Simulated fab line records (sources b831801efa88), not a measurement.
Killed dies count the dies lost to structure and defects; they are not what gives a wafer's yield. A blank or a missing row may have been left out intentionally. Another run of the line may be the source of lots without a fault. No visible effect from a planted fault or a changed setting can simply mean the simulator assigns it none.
fab line records	flow sky130
record: lots: 5	wafers: 15	last-day: 50
route steps=708 shown CONTACT@426 METAL1@434 VIA1@458
lots untouched by any fault: they come from a run of this same line in which no faults occurred
start-h: hours from the record's opening day to when the first of the lot's shown wafers began	wait-h: how many hours have passed since the lot's step before this one	" repeats the value in the row above	L1.1+2: one row covering several wafers at once	- no value, or no start given	* or withheld: withheld	< > ~ a bound
route shown NAME@n: names a module that has steps shown in the file, with the first one's number in the route	usual: average and standard deviation across the fault-free wafers	same: alike in all rows	chamber/n: place in a boat	sites: per-site readings	_std_site: standard deviation of those values	_edge_site: inner sites' mean taken away from outer sites' mean	radius-mm: for every site, how far away it sits from the centre of the wafer	mask NAME#n: copy n	behind: the last tool/chamber to shape the wafer	hold: why the lot was held/for how many hours/how that ended	device: which transistor (n, p or np) failed to switch	end of line: the route-end tests of the same wafers	where a step has no rows: the recipe by itself	killed: count of dies lost to structure and defects at first sort (not the wafer's yield)	map: a wafer's dies, x killed, . not, _ none there
set.NAME: the setting the step ran with; set.NAME@STEP: the setting that earlier step ran with	model.NAME: the simulator's own value behind a step, which no gauge read
lots at some steps of the route; a table a step, a row a wafer
services: from which hour (start-h, from the record's first day; less than 0 if before it) a tool's chamber was out of use, for how many hours, and why
== steps ==
step: SKY_CONTACT_STRIP_20
recipe: chemistry: post-etch-residue-remover	time-s: 1200	temp-c: 72.5
lot.wafer	tool	chamber	start-h	wait-h
L078.1+4+6	wet-bench-01	3	767.73	0.1
L082.1+4+5	wet-bench-03	3	795.73	0.1
L086.1+4+5	wet-bench-04	0	831.72	0.1
L087.4+5+6	wet-bench-04	2	838.30	0.0
L096.1+3+4	wet-bench-01	2	901.68	0.1
step: SKY_CONTACT_CLEAN_21
recipe: chemistry: IPA	time-s: 180	temp-c: 25
lot.wafer	tool	chamber	start-h	wait-h
L078.1+4+6	wet-bench-04	2	768.07	0.0
L082.1+4+5	wet-bench-01	2	796.07	0.0
L086.1+4+5	wet-bench-01	1	832.06	0.0
L087.4+5+6	wet-bench-03	0	838.64	0.0
L096.1+3+4	wet-bench-03	2	902.02	0.0
step: SKY_CONTACT_CLEAN_22
recipe: chemistry: O3/DIW	dry: n2-spin
lot.wafer	tool	chamber	start-h	wait-h
L078.1+4+6	wet-bench-01	1	768.13	0.0
L082.1+4+5	wet-bench-04	0	796.13	0.0
L086.1+4+5	wet-bench-04	2	832.12	0.0
L087.4+5+6	wet-bench-01	0	838.70	0.0
L096.1+3+4	wet-bench-03	0	902.08	0.0
step: SKY_CONTACT_SPUTTER_23
recipe: material: TiN	target-thk-nm: 20	chamber-pressure-pa: 5	power-w: 4000	time-s: 80
usual: throttle-valve-pct: 29.6/1.2
lot.wafer	tool	chamber	start-h	wait-h	throttle-valve-pct
L078.1	pvd-sputter-02	-	768.22	0.0	30.1
L078.4	"	-	"	"	26.2
L078.6	"	-	"	"	30.0
L082.1	pvd-sputter-01	-	796.22	0.0	30.2
L082.4	"	-	"	"	29.8
L082.5	"	-	"	"	29.7
L086.1	pvd-sputter-04	-	832.21	0.0	31.1
L086.4	"	-	"	"	29.1
L086.5	"	-	"	"	29.4
L087.4	pvd-sputter-04	-	838.79	0.0	30.7
L087.5	"	-	"	"	29.9
L087.6	"	-	"	"	30.9
L096.1	pvd-sputter-02	-	902.17	0.0	26.2
L096.3	"	-	"	"	30.1
L096.4	"	-	"	"	31.5
step: SKY_CONTACT_CVD_24
recipe: material: W	target-thk-nm: 340	time-s: 102.12	temp-c: 400	pressure-torr: 40
usual: heater-power-w: 870/62
lot.wafer	tool	chamber	start-h	wait-h	heater-power-w
L078.1	cvd-w-01	1	768.29	0.0	783
L078.4	"	1	"	"	777
L078.6	"	0	"	"	866
L082.1	cvd-w-02	1	796.28	0.0	891
L082.4	"	0	"	"	937
L082.5	"	0	"	"	931
L086.1	cvd-w-02	1	832.27	0.0	894
L086.4	"	0	"	"	943
L086.5	"	1	"	"	911
L087.4	cvd-w-02	0	838.89	0.1	939
L087.5	"	1	"	"	899
L087.6	"	0	"	"	931
L096.1	cvd-w-02	0	902.23	0.0	931
L096.3	"	0	"	"	951
L096.4	"	1	"	"	868
step: SKY_CONTACT_RS_MEAS_25
recipe: thk-meas-gauge: four-point-probe	reads: W_of_CONTACT_CVD_24+TiN_of_CONTACT_SPUTTER_23
usual: CONTACT_W_RS: 0.336/0.0036
lot.wafer	tool	chamber	start-h	wait-h	CONTACT_W_RS[ohm/sq]
L078.1	film-metro-02	-	768.40	0.1	0.334
L078.4	"	-	"	"	0.334
L078.6	"	-	"	"	0.333
L082.1	film-metro-03	-	796.39	0.1	0.340
L082.4	"	-	"	"	0.340
L082.5	"	-	"	"	0.340
L086.1	film-metro-03	-	832.38	0.1	0.338
L086.4	"	-	"	"	0.342
L086.5	"	-	"	"	0.338
L087.4	film-metro-02	-	839.02	0.1	0.339
L087.5	"	-	"	"	0.337
L087.6	"	-	"	"	0.332
L096.1	film-metro-04	-	902.34	0.1	0.338
L096.3	"	-	"	"	0.337
L096.4	"	-	"	"	0.337
step: SKY_CONTACT_THK_MEAS_26
recipe: thk-meas-gauge: xrf	reads: W_of_CONTACT_CVD_24
usual: CONTACT_W_THK: 344/4.4
lot.wafer	tool	chamber	start-h	wait-h	CONTACT_W_THK[nm]
L078.1	film-metro-02	-	768.52	0.1	349
L078.4	"	-	"	"	349
L078.6	"	-	"	"	348
L082.1	film-metro-03	-	796.51	0.1	339
L082.4	"	-	"	"	334
L082.5	"	-	"	"	339
L086.1	film-metro-03	-	832.50	0.1	343
L086.4	"	-	"	"	337
L086.5	"	-	"	"	341
L087.4	film-metro-02	-	839.11	0.1	342
L087.5	"	-	"	"	345
L087.6	"	-	"	"	348
L096.1	film-metro-04	-	902.46	0.1	338
L096.3	"	-	"	"	337
L096.4	"	-	"	"	340
step: SKY_CONTACT_CMP_27
recipe: stop-on: SiO2	t-overpolish-s: 15	down-force-psi: 3.5	platen-rpm: 60	target-thk-nm: 0	pad-velocity-m-s: 0.94248
usual: head-pressure-psi: 3.501/0.0074	motor-current-A: 11.2/0.87	overpolish-run-s: 14.999/0.0086	time-to-endpoint-s: 83.7/2.9
same: t-overpolish-s: 15
lot.wafer	tool	chamber	start-h	wait-h	head-pressure-psi	motor-current-A	overpolish-run-s	time-to-endpoint-s
L078.1	cmp-02	0	768.58	0.1	3.496	10.2	15.007	83.0
L078.4	"	3	"	"	3.514	11.3	14.986	80.6
L078.6	"	1	"	"	3.502	12.1	14.990	83.8
L082.1	cmp-01	2	796.57	0.1	3.496	10.6	14.989	79.8
L082.4	"	1	"	"	3.511	12.5	14.993	79.2
L082.5	"	3	"	"	3.500	11.1	15.001	79.7
L086.4	cmp-02	0	832.56	0.0	3.509	9.8	15.006	81.3
L086.1	"	1	"	"	3.492	11.5	14.993	83.0
L086.5	"	1	"	"	3.500	11.5	14.995	83.6
L087.4	cmp-01	2	839.14	0.0	3.510	10.5	14.996	84.5
L087.5	"	2	"	"	3.504	10.2	15.006	87.0
L087.6	"	3	"	"	3.491	11.1	14.989	85.5
L096.1	cmp-02	2	902.52	0.1	3.508	12.3	15.004	84.0
L096.4	"	0	"	"	3.503	9.9	15.007	83.5
L096.3	"	1	"	"	3.506	11.6	14.981	84.4
step: SKY_METAL1_SPUTTER_00
recipe: material: Ti	target-thk-nm: 15	power-w: 3000	time-s: 10	chamber-pressure-pa: 0.4
usual: throttle-valve-pct: 29.4/1.2
lot.wafer	tool	chamber	start-h	wait-h	throttle-valve-pct
L078.1	pvd-sputter-01	-	768.88	0.2	29.8
L078.4	"	-	"	"	30.3
L078.6	"	-	"	"	30.3
L082.1	pvd-sputter-03	-	796.87	0.2	29.9
L082.4	"	-	"	"	30.3
L082.5	"	-	"	"	28.8
L086.1	pvd-sputter-03	-	832.86	0.2	28.7
L086.4	"	-	"	"	29.8
L086.5	"	-	"	"	30.0
L087.4	pvd-sputter-02	-	839.46	0.3	30.1
L087.5	"	-	"	"	30.2
L087.6	"	-	"	"	26.2
L096.1	pvd-sputter-01	-	902.82	0.2	30.0
L096.3	"	-	"	"	30.4
L096.4	"	-	"	"	29.5
step: SKY_METAL1_SPUTTER_01
recipe: material: TiN	target-thk-nm: 20	power-w: 6500	time-s: 16.7	chamber-pressure-pa: 0.4
usual: throttle-valve-pct: 29.4/1.2
lot.wafer	tool	chamber	start-h	wait-h	throttle-valve-pct
L078.1	pvd-sputter-01	-	768.90	0.0	29.9
L078.4	"	-	"	"	30.3
L078.6	"	-	"	"	30.4
L082.1	pvd-sputter-03	-	796.90	0.0	29.8
L082.4	"	-	"	"	30.3
L082.5	"	-	"	"	28.7
L086.1	pvd-sputter-03	-	832.88	0.0	28.8
L086.4	"	-	"	"	29.5
L086.5	"	-	"	"	29.9
L087.4	pvd-sputter-02	-	839.49	0.0	30.0
L087.5	"	-	"	"	30.0
L087.6	"	-	"	"	26.3
L096.1	pvd-sputter-01	-	902.84	0.0	29.7
L096.3	"	-	"	"	30.2
L096.4	"	-	"	"	29.6
step: SKY_METAL1_SPUTTER_02
recipe: material: AlCu	target-thk-nm: 250	power-w: 10600	time-s: 13.3	chamber-pressure-pa: 0.4
usual: throttle-valve-pct: 29.4/1.2
lot.wafer	tool	chamber	start-h	wait-h	throttle-valve-pct
L078.1	pvd-sputter-01	-	768.92	0.0	29.9
L078.4	"	-	"	"	30.4
L078.6	"	-	"	"	30.1
L082.1	pvd-sputter-03	-	796.92	0.0	29.9
L082.4	"	-	"	"	30.4
L082.5	"	-	"	"	28.6
L086.1	pvd-sputter-03	-	832.91	0.0	28.8
L086.4	"	-	"	"	29.7
L086.5	"	-	"	"	29.7
L087.4	pvd-sputter-02	-	839.51	0.0	29.9
L087.5	"	-	"	"	30.2
L087.6	"	-	"	"	26.2
L096.1	pvd-sputter-01	-	902.87	0.0	29.9
L096.3	"	-	"	"	30.3
L096.4	"	-	"	"	29.7
step: SKY_METAL1_SPUTTER_03
recipe: material: Ti	target-thk-nm: 5	power-w: 3000	time-s: 3.3	chamber-pressure-pa: 0.4
usual: throttle-valve-pct: 29.4/1.2
lot.wafer	tool	chamber	start-h	wait-h	throttle-valve-pct
L078.1	pvd-sputter-01	-	768.95	0.0	29.9
L078.4	"	-	"	"	29.9
L078.6	"	-	"	"	30.1
L082.1	pvd-sputter-03	-	796.95	0.0	29.8
L082.4	"	-	"	"	30.4
L082.5	"	-	"	"	28.6
L086.1	pvd-sputter-03	-	832.93	0.0	28.9
L086.4	"	-	"	"	29.8
L086.5	"	-	"	"	29.9
L087.4	pvd-sputter-02	-	839.54	0.0	29.8
L087.5	"	-	"	"	30.3
L087.6	"	-	"	"	26.3
L096.1	pvd-sputter-01	-	902.89	0.0	29.8
L096.3	"	-	"	"	30.5
L096.4	"	-	"	"	29.9
step: SKY_METAL1_SPUTTER_04
recipe: material: TiN	target-thk-nm: 70	power-w: 6500	time-s: 58.3	chamber-pressure-pa: 0.4
usual: throttle-valve-pct: 29.4/1.3
lot.wafer	tool	chamber	start-h	wait-h	throttle-valve-pct
L078.1	pvd-sputter-01	-	768.97	0.0	30.0
L078.4	"	-	"	"	30.5
L078.6	"	-	"	"	30.6
L082.1	pvd-sputter-03	-	796.96	0.0	30.0
L082.4	"	-	"	"	30.3
L082.5	"	-	"	"	28.8
L086.1	pvd-sputter-03	-	832.95	0.0	28.8
L086.4	"	-	"	"	29.5
L086.5	"	-	"	"	29.7
L087.4	pvd-sputter-02	-	839.55	0.0	30.1
L087.5	"	-	"	"	30.1
L087.6	"	-	"	"	26.3
L096.1	pvd-sputter-01	-	902.91	0.0	29.5
L096.3	"	-	"	"	30.4
L096.4	"	-	"	"	29.6
step: SKY_METAL1_RS_MEAS_05
recipe: thk-meas-gauge: four-point-probe	reads: TiN_of_METAL1_SPUTTER_04+Ti_of_METAL1_SPUTTER_03+AlCu_of_METAL1_SPUTTER_02+TiN_of_METAL1_SPUTTER_01+Ti_of_METAL1_SPUTTER_00
usual: METAL1_ALCU_RS: 0.1263/0.0014
lot.wafer	tool	chamber	start-h	wait-h	METAL1_ALCU_RS[ohm/sq]
L078.1	film-metro-02	-	769.02	0.0	0.1249
L078.4	"	-	"	"	0.1256
L078.6	"	-	"	"	0.1253
L082.1	film-metro-02	-	797.01	0.0	0.1271
L082.4	"	-	"	"	0.1274
L082.5	"	-	"	"	0.1268
L086.1	film-metro-02	-	833.00	0.0	0.1281
L086.4	"	-	"	"	0.1290
L086.5	"	-	"	"	0.1292
L087.4	film-metro-04	-	839.66	0.1	0.1293
L087.5	"	-	"	"	0.1277
L087.6	"	-	"	"	0.1265
L096.1	film-metro-01	-	902.96	0.0	0.1275
L096.3	"	-	"	"	0.1279
L096.4	"	-	"	"	0.1279
step: SKY_METAL1_THK_MEAS_06
recipe: thk-meas-gauge: xrf	reads: AlCu_of_METAL1_SPUTTER_02
usual: METAL1_ALCU_THK: 252/3.6
lot.wafer	tool	chamber	start-h	wait-h	METAL1_ALCU_THK[nm]
L078.1	film-metro-02	-	769.14	0.1	252
L078.4	"	-	"	"	251
L078.6	"	-	"	"	251
L082.1	film-metro-02	-	797.13	0.1	250
L082.4	"	-	"	"	249
L082.5	"	-	"	"	249
L086.1	film-metro-02	-	833.12	0.1	245
L086.4	"	-	"	"	245
L086.5	"	-	"	"	245
L087.4	film-metro-04	-	839.75	0.1	248
L087.5	"	-	"	"	251
L087.6	"	-	"	"	254
L096.1	film-metro-01	-	903.08	0.1	251
L096.3	"	-	"	"	249
L096.4	"	-	"	"	250
step: SKY_METAL1_DEHYDRATE_07
recipe: temp-c: 200	time-s: 60
lot.wafer	tool	chamber	start-h	wait-h
L078.1+4+6	litho-track-02	0	782.14	13.0
L082.1+4+5	litho-track-01	0	809.93	12.8
L086.1+4+5	litho-track-01	0	844.83	11.7
L087.4+5+6	litho-track-04	0	852.45	12.7
L096.1+3+4	litho-track-01	0	914.58	11.5
step: SKY_METAL1_HMDS_08
recipe: prime-time-s: 60	prime-temp-c: 120
lot.wafer	tool	chamber	start-h	wait-h
L078.1+4+6	litho-track-02	0	782.29	0.1
L082.1+4+5	litho-track-01	0	810.08	0.1
L086.1+4+5	litho-track-01	0	844.98	0.1
L087.4+5+6	litho-track-04	0	852.60	0.1
L096.1+3+4	litho-track-01	0	914.73	0.1
step: SKY_METAL1_COAT_09
recipe: resist: BARC	temp-c: withheld	time-s: withheld	spin-rpm: 3000	resist-thk-nm: 60
lot.wafer	tool	chamber	start-h	wait-h
L078.1+4+6	litho-track-02	0	782.44	0.1
L082.1+4+5	litho-track-01	0	810.23	0.1
L086.1+4+5	litho-track-01	0	845.13	0.1
L087.4+5+6	litho-track-04	0	852.75	0.1
L096.1+3+4	litho-track-01	0	914.88	0.1
step: SKY_METAL1_COAT_10
recipe: resist: KrF-thick	spin-rpm: 3000	resist-thk-nm: 450
lot.wafer	tool	chamber	start-h	wait-h
L078.1+4+6	litho-track-02	0	-	-
L082.1+4+5	litho-track-01	0	-	-
L086.1+4+5	litho-track-01	0	-	-
L087.4+5+6	litho-track-04	0	-	-
L096.1+3+4	litho-track-01	0	-	-
step: SKY_METAL1_SOFTBAKE_11
recipe: temp-c: 100	time-s: 90	resist: KrF-thick
lot.wafer	tool	chamber	start-h	wait-h
L078.1+4+6	litho-track-02	0	-	-
L082.1+4+5	litho-track-01	0	-	-
L086.1+4+5	litho-track-01	0	-	-
L087.4+5+6	litho-track-04	0	-	-
L096.1+3+4	litho-track-01	0	-	-
step: SKY_METAL1_EXPOSE_12
recipe: mask-id: MM1	na: 0.8	source-shape: annular	sigma-inner: 0.55	sigma-outer: 0.85	target-cd-nm: 140	dose-mj: 28
lot.wafer	tool	chamber	start-h	wait-h	mask
L078.1+4+6	krf-scanner-01	0	-	-	MM1#0
L082.1+4+5	krf-scanner-01	0	-	-	MM1#0
L086.1+4+5	krf-scanner-02	0	-	-	MM1#0
L087.4+5+6	krf-scanner-02	0	-	-	MM1#0
L096.1+3+4	krf-scanner-02	0	-	-	MM1#0
step: SKY_METAL1_PEB_13
recipe: peb-temp-c: withheld	peb-time-s: withheld	resist: KrF-thick
lot.wafer	tool	chamber	start-h	wait-h
L078.1+4+6	litho-track-01	0	-	-
L082.1+4+5	litho-track-01	0	-	-
L086.1+4+5	litho-track-04	0	-	-
L087.4+5+6	litho-track-02	0	-	-
L096.1+3+4	litho-track-01	0	-	-
step: SKY_METAL1_DEVELOP_14
recipe: develop-time-s: 60	resist: KrF-thick	dev-temp-c: 21
lot.wafer	tool	chamber	start-h	wait-h
L078.1+4+6	litho-track-01	0	-	-
L082.1+4+5	litho-track-01	0	-	-
L086.1+4+5	litho-track-04	0	-	-
L087.4+5+6	litho-track-02	0	-	-
L096.1+3+4	litho-track-01	0	-	-
step: SKY_METAL1_CD_MEAS_15
recipe: target-cd-nm: 140
usual: cd-nm: 140.2/1.5
lot.wafer	tool	chamber	start-h	wait-h	cd-nm
L078.1	cd-sem-01	-	795.88	-	138.8
L078.4	"	-	"	"	140.1
L078.6	"	-	"	"	139.2
L082.1	cd-sem-01	-	823.53	-	141.3
L082.4	"	-	"	"	141.2
L082.5	"	-	"	"	141.1
L086.1	cd-sem-02	-	858.87	-	142.4
L086.4	"	-	"	"	141.9
L086.5	"	-	"	"	139.8
L087.4	cd-sem-01	-	865.75	-	140.8
L087.5	"	-	"	"	140.1
L087.6	"	-	"	"	139.2
L096.1	cd-sem-01	-	926.48	-	140.7
L096.3	"	-	"	"	140.4
L096.4	"	-	"	"	139.6
step: SKY_METAL1_OVL_MEAS_16
usual: METAL1_OVL: 1/4.5
lot.wafer	tool	chamber	start-h	wait-h	METAL1_OVL[nm]
L078.1	overlay-01	-	796.00	0.1	-2
L078.4	"	-	"	"	4
L078.6	"	-	"	"	2
L082.1	overlay-01	-	823.65	0.1	4
L082.4	"	-	"	"	-2
L082.5	"	-	"	"	-1
L086.1	overlay-01	-	858.99	0.1	-2
L086.4	"	-	"	"	-3
L086.5	"	-	"	"	-5
L087.4	overlay-02	-	865.83	0.1	-5
L087.5	"	-	"	"	-2
L087.6	"	-	"	"	-2
L096.1	overlay-01	-	926.60	0.1	6
L096.3	"	-	"	"	7
L096.4	"	-	"	"	9
step: SKY_METAL1_DESCUM_17
recipe: chemistry: O2	source-power-w: 150	bias-power-w: 0	pressure-mtorr: 10	temp-c: 40	time-s: 8
usual: drypump-motor-current-A: 5.9/0.43	oes-product-au: 1.001/0.0073
lot.wafer	tool	chamber	start-h	wait-h	drypump-motor-current-A	oes-product-au	rf-hours-counter-h
L078.1	rie-metal-02	0	796.04	0.0	6.2	1.005	6
L078.4	"	0	"	"	6.2	1.011	-
L078.6	"	1	"	"	6.3	1.008	-
L082.1	rie-metal-01	0	823.69	0.0	6.3	0.994	6
L082.4	"	1	"	"	5.9	1.012	-
L082.5	"	0	"	"	6.3	0.994	-
L086.1	rie-metal-02	1	859.03	0.0	6.3	1.007	15
L086.4	"	0	"	"	6.2	1.007	-
L086.5	"	1	"	"	6.3	1.003	-
L087.4	rie-metal-01	1	865.85	0.0	5.9	1.001	-
L087.5	"	0	"	"	6.3	1.003	-
L087.6	"	1	"	"	5.8	1.002	-
L096.1	rie-metal-02	1	926.64	0.0	6.3	1.003	17
L096.3	"	0	"	"	6.2	1.008	-
L096.4	"	1	"	"	6.3	1.008	-
step: SKY_METAL1_ETCH_18
recipe: chemistry: N2/H2	target: BARC	ion-energy-ev: 200	bias-w: 100	pressure-mtorr: 30	n2-flow-sccm: 100	h2-flow-sccm: 200	icp-w: 500	stop-on: SiO2	time-s: 45.9	target-depth-a: 600
usual: drypump-motor-current-A: 5.9/0.43	oes-product-au: 0.854/0.005	throttle-valve-pct: 13.226/0.0088
lot.wafer	tool	chamber	start-h	wait-h	drypump-motor-current-A	oes-product-au	rf-hours-counter-h	throttle-valve-pct
L078.1	rie-metal-02	0	796.07	0.0	6.2	0.860	6	13.226
L078.4	"	0	"	"	6.2	0.848	-	13.226
L078.6	"	1	"	"	6.3	0.849	-	13.218
L082.1	rie-metal-01	0	823.72	0.0	6.3	0.856	6	13.237
L082.4	"	1	"	"	5.9	0.852	-	13.225
L082.5	"	0	"	"	6.3	0.856	-	13.213
L086.1	rie-metal-02	1	859.06	0.0	6.3	0.860	15	13.221
L086.4	"	0	"	"	6.2	0.862	-	13.228
L086.5	"	1	"	"	6.3	0.850	-	13.224
L087.4	rie-metal-01	1	865.90	0.0	5.9	0.853	-	13.224
L087.5	"	0	"	"	6.3	0.859	-	13.229
L087.6	"	1	"	"	5.9	0.846	-	13.220
L096.1	rie-metal-02	1	926.67	0.0	6.3	0.858	17	13.219
L096.3	"	0	"	"	6.2	0.853	-	13.221
L096.4	"	1	"	"	6.3	0.855	-	13.215
step: SKY_METAL1_METAL_ETCH_19
recipe: target-depth-a: 3600	stop-on: SiO2	over-etch-frac: 0.3	time-s: 78	chemistry: Cl2/BCl3	resist-sidewall-deg: 88	pressure-mtorr: 10	icp-w: 900	bias-w: 48.5	Cl2_flow_sccm: 60	bcl3-flow-sccm: 30
usual: drypump-motor-current-A: 5.9/0.43	oes-product-au: 0.854/0.0062	throttle-valve-pct: 22.265/0.0097
lot.wafer	tool	chamber	start-h	wait-h	drypump-motor-current-A	oes-product-au	rf-hours-counter-h	throttle-valve-pct
L078.1	rie-metal-02	0	796.13	0.0	6.2	0.857	6	22.273
L078.4	"	0	"	"	6.2	0.855	-	22.271
L078.6	"	1	"	"	6.3	0.860	-	22.278
L082.1	rie-metal-01	0	823.78	0.0	6.3	0.854	6	22.274
L082.4	"	1	"	"	5.9	0.849	-	22.278
L082.5	"	0	"	"	6.3	0.856	-	22.275
L086.1	rie-metal-02	1	859.12	0.0	6.3	0.851	15	22.269
L086.4	"	0	"	"	6.2	0.850	-	22.265
L086.5	"	1	"	"	6.3	0.843	-	22.275
L087.4	rie-metal-01	1	865.97	0.1	5.9	0.847	-	22.256
L087.5	"	0	"	"	6.3	0.854	-	22.252
L087.6	"	1	"	"	5.9	0.853	-	22.274
L096.1	rie-metal-02	1	926.73	0.0	6.3	0.852	17	22.287
L096.3	"	0	"	"	6.2	0.848	-	22.261
L096.4	"	1	"	"	6.3	0.858	-	22.250
step: SKY_METAL1_STRIP_20
recipe: chemistry: O2/N2	power-w: 1400	pressure-mtorr: 1500	platen-temp-c: withheld	o2-flow-sccm: 3000	n2-flow-sccm: 300	overash-fraction: 0.5
usual: drypump-motor-current-A: 5.29/0.2	oes-product-au: 0.343/0.0051	strip-time-to-endpoint-s: 2.687/0.029
lot.wafer	tool	chamber	start-h	wait-h	drypump-motor-current-A	oes-product-au	rf-hours-counter-h	strip-time-to-endpoint-s
L078.1	plasma-asher-04	0	796.22	0.1	5.46	0.349	97	2.669
L078.4	"	0	"	"	5.44	0.336	-	2.645
L078.6	"	1	"	"	4.93	0.333	-	2.652
L082.1	plasma-asher-04	1	823.87	0.1	4.95	0.346	100	2.670
L082.4	"	1	"	"	4.94	0.337	-	2.674
L082.5	"	1	"	"	4.95	0.334	-	2.679
L086.1	plasma-asher-04	1	859.21	0.1	4.97	0.343	103	2.680
L086.4	"	0	"	"	5.45	0.340	-	2.651
L086.5	"	0	"	"	5.45	0.342	-	2.710
L087.4	plasma-asher-04	1	866.06	0.1	4.94	0.345	-	2.681
L087.5	"	1	"	"	4.94	0.341	-	2.682
L087.6	"	0	"	"	5.46	0.345	-	2.623
L096.1	plasma-asher-02	0	926.82	0.1	5.30	0.345	19	2.698
L096.3	"	0	"	"	5.31	0.348	-	2.726
L096.4	"	1	"	"	5.35	0.342	-	2.718
step: SKY_METAL1_STRIP_21
recipe: chemistry: post-etch-residue-remover	time-s: 1200	temp-c: 72.5
lot.wafer	tool	chamber	start-h	wait-h
L078.1+4+6	wet-bench-02	1	796.32	0.1
L082.1+4+5	wet-bench-03	1	823.97	0.1
L086.1+4+5	wet-bench-04	3	859.31	0.1
L087.4+5+6	wet-bench-04	3	866.13	0.0
L096.1+3+4	wet-bench-03	2	926.92	0.1
step: SKY_METAL1_CLEAN_22
recipe: chemistry: IPA	time-s: 180	temp-c: 25
lot.wafer	tool	chamber	start-h	wait-h
L078.1+4+6	wet-bench-04	2	796.66	0.0
L082.1+4+5	wet-bench-04	3	824.34	0.0
L086.1+4+5	wet-bench-03	0	859.69	0.0
L087.4+5+6	wet-bench-02	0	866.47	0.0
L096.1+3+4	wet-bench-04	3	927.26	0.0
step: SKY_METAL1_CLEAN_23
recipe: chemistry: O3/DIW	dry: n2-spin
lot.wafer	tool	chamber	start-h	wait-h
L078.1+4+6	wet-bench-02	2	796.72	0.0
L082.1+4+5	wet-bench-02	3	824.40	0.0
L086.1+4+5	wet-bench-04	0	859.74	0.0
L087.4+5+6	wet-bench-03	2	866.54	0.0
L096.1+3+4	wet-bench-02	0	927.32	0.0
step: SKY_VIA1_HDPCVD_00
recipe: material: SiO2	target-thk-nm: 1030	sigma-open-frac: 0.3	time-s: 171.7	temp-c: 400	sih4-flow-sccm: 60	pressure-mtorr: 6
lot.wafer	tool	chamber	start-h	wait-h
L078.1+4+6	hdpcvd-02	0,2,1	796.81	0.0
L082.1+4+5	hdpcvd-02	0,0,1	824.49	0.0
L086.1+4+5	hdpcvd-01	0,0,1	859.84	0.0
L087.4+5+6	hdpcvd-01	0,2,1	866.69	0.1
L096.1+3+4	hdpcvd-01	2,1,2	927.42	0.0
step: SKY_VIA1_THK_MEAS_01
recipe: reads: SiO2_of_VIA1_HDPCVD_00
usual: VIA1_HDPCVD_THK: 1033/11
lot.wafer	tool	chamber	start-h	wait-h	VIA1_HDPCVD_THK[nm]
L078.1	film-metro-03	-	796.93	0.1	1031
L078.4	"	-	"	"	1035
L078.6	"	-	"	"	1031
L082.1	film-metro-01	-	824.61	0.1	1028
L082.4	"	-	"	"	1038
L082.5	"	-	"	"	1032
L086.1	film-metro-03	-	859.96	0.1	1013
L086.4	"	-	"	"	1000
L086.5	"	-	"	"	1013
L087.4	film-metro-04	-	866.77	0.0	1008
L087.5	"	-	"	"	1016
L087.6	"	-	"	"	1026
L096.1	film-metro-04	-	927.53	0.1	1037
L096.3	"	-	"	"	1045
L096.4	"	-	"	"	1039
step: SKY_VIA1_CMP_02
recipe: material: SiO2	down-force-psi: 4	platen-rpm: 60	pad-velocity-m-s: 0.94248
usual: head-pressure-psi: 4.002/0.0084	motor-current-A: 12.2/0.92
lot.wafer	tool	chamber	start-h	wait-h	head-pressure-psi	motor-current-A
L078.1	cmp-01	1	796.99	0.1	4.009	13.7
L078.4	"	3	"	"	3.994	12.1
L078.6	"	2	"	"	4.001	11.1
L082.4	cmp-02	2	824.67	0.0	4.017	13.1
L082.1	"	0	"	"	4.014	11.1
L082.5	"	2	"	"	3.995	13.4
L086.1	cmp-01	2	860.07	0.1	4.002	10.7
L086.4	"	0	"	"	4.023	11.7
L086.5	"	2	"	"	4.003	11.3
L087.4	cmp-02	2	866.80	0.0	3.984	13.1
L087.6	"	2	"	"	4.002	13.3
L087.5	"	3	"	"	4.000	12.2
L096.1	cmp-02	1	927.59	0.1	4.004	12.4
L096.3	"	2	"	"	4.008	12.9
L096.4	"	3	"	"	3.996	12.4
== services ==
tool	chamber	start-h	hours	kind
cmp-02	-	744.11	4.0	pm
cmp-02	-	752.00	2.2	repair
hdpcvd-01	-	753.87	2.1	repair
plasma-asher-04	-	757.03	9.0	repair
cmp-01	-	765.61	1.4	repair
cmp-02	-	776.94	2.9	repair
pvd-sputter-02	-	782.67	3.3	repair
pvd-sputter-01	-	811.99	2.3	repair
pvd-sputter-03	-	821.12	5.7	repair
pvd-sputter-02	-	833.03	6.0	repair
pvd-sputter-02	-	848.86	2.2	repair
cmp-01	-	851.03	0.9	repair
cvd-w-02	-	851.43	3.9	repair
wet-bench-02	-	854.92	3.6	repair
cmp-01	-	857.49	1.8	repair
cmp-01	-	862.21	9.2	pm
cvd-w-02	1	865.56	6.6	repair
rie-metal-02	1	882.65	29.8	repair
rie-metal-01	0	890.74	2.3	repair
cmp-02	-	907.78	4.9	pm
pvd-sputter-03	-	911.40	2.3	repair
cmp-01	-	915.72	4.0	pm
pvd-sputter-02	-	922.04	4.1	repair
cmp-01	-	922.85	0.3	repair
== key ==
fault none
